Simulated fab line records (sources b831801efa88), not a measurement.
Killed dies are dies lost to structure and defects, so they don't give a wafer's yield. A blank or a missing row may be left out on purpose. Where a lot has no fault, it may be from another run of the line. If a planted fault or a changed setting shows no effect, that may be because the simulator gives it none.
Which of the tools did it?    flow gf180mcu    12 lots (36 wafers sampled), 1 step of a 602-step route

== WHAT THE GAUGES READ, wafer by wafer ==
GF_POLY_GATE_THK_MEAS_17.
lot   measured      on             POLY_GATE_OXIDATION_THK (nm)
L075  day 9 11:22   film-metro-02  4.00 4.08 4.07
L077  day 10 01:16  film-metro-01  3.93 3.93 3.87
L079  day 10 11:34  film-metro-01  3.94 4.00 3.97
L081  day 11 18:40  film-metro-03  3.94 3.89 3.86
L083  day 12 03:24  film-metro-02  4.09 4.06 4.07
L085  day 13 07:17  film-metro-02  4.18 4.13 4.16
L087  day 13 16:14  film-metro-02  3.97 4.04 4.05
L090  day 14 01:27  film-metro-02  3.96 4.07 4.05
L091  day 14 09:36  film-metro-03  4.01 3.98 4.01
L093  day 14 21:53  film-metro-02  4.09 4.10 4.06
L095  day 15 11:14  film-metro-02  4.13 4.19 4.18
L097  day 16 01:28  film-metro-03  4.12 4.09 4.06

== EACH LOT AND THE TOOL THAT RAN IT (in order: tool; ch and the chambers of the sampled wafers; start) ==
No process step before these readings appears in the record.

== THE ANSWER, worked out from the rows above alone ==
Rule: the lots themselves supply what counts as usual. Put in order of their means at a reading, lots are off if they are a third of the lots or fewer, leave a main group of 4 or more, and stand apart from it by a gap of 3 or more times the standard deviation of the main group's means; of several such gaps the widest counts. Not used: any main group whose means are identical at the precision the tables above print for the reading. A lot without any number at a reading at which 4 lots or more have one is off too. All remaining lots with rows at the step are treated as sound.
None of the lots is off at any reading shown; this tells nothing.

== WHAT WAS PUT IN BY THE SIMULATOR ==
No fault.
